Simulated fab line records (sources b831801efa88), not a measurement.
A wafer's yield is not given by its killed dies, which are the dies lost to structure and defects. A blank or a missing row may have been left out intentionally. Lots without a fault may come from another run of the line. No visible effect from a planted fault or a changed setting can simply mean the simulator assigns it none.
A single fault, viewed from 2 desks :: flow sky130 :: each desk holds nothing but its own numbers, with what lay behind them at the end

FROM THE METROLOGY DESK
Means of the sampled wafers that have a number, per lot and without regard to the tool the lot ran on: this is what the gauges read. The brackets show how far a lot's mean lies from the usual mean; more than 4 standard deviations puts the lot out of limits, marked OUT.
Columns: A = VT_ADJUST_LVTN_2_TW at SKY_VT_ADJUST_LVTN_TW_MEAS_21, usual 187.9
lot: L955
first seen here: day 8 04:58
A: 188.0

lot: L954
first seen here: day 8 06:12
A: 188.5

lot: L956
first seen here: day 8 14:31
A: 189.9

lot: L957
first seen here: day 8 14:43
A: 189.1

lot: L962
first seen here: day 9 20:43
A: 186.4

lot: L963
first seen here: day 10 06:41
A: 189.1

lot: L966
first seen here: day 11 03:16
A: 189.4

lot: L967
first seen here: day 11 08:05
A: 185.2

lot: L969
first seen here: day 12 01:10
A: 186.9

lot: L972
first seen here: day 12 17:09
A: 187.2

lot: L976
first seen here: day 14 02:38
A: 185.4
This desk found nothing out of limits on any of the 11 lots.

TOOL OWNER'S DESK, litho_track-02
The tool's own readings at SKY_NWELL_COAT_18 (resist thk 3000 nm): means of the sampled wafers that have a number, for each lot that ran on this tool. The brackets show how far a lot's mean lies from the usual mean; more than 4 standard deviations puts the lot out of limits, marked OUT.
Columns: A = resist_line_temp_C at SKY_NWELL_COAT_18, usual 22.99 C; B = spin_speed_rpm at SKY_NWELL_COAT_18, usual 1999.9 rpm
lot: L955
first seen here: day 5 09:29
A: 22.91
B: 1999.8

lot: L956
first seen here: day 5 16:59
A: 23.08
B: 2001.0

lot: L957
first seen here: day 5 17:35
A: 22.93
B: 2000.6

lot: L962
first seen here: day 6 21:14
A: 23.15
B: 2000.4

lot: L966
first seen here: day 7 21:02
A: 23.12
B: 2000.1

lot: L969
first seen here: day 8 17:08
A: 22.98
B: 1999.5

lot: L972
first seen here: day 9 06:02
A: 22.97
B: 1999.1
This desk found nothing out of limits on any of the 7 lots.

PUT TOGETHER
Nothing out of limits was seen by the metrology desk.
Nothing out of limits was seen by the tool owner's desk.

WHAT WAS PUT IN BY THE SIMULATOR
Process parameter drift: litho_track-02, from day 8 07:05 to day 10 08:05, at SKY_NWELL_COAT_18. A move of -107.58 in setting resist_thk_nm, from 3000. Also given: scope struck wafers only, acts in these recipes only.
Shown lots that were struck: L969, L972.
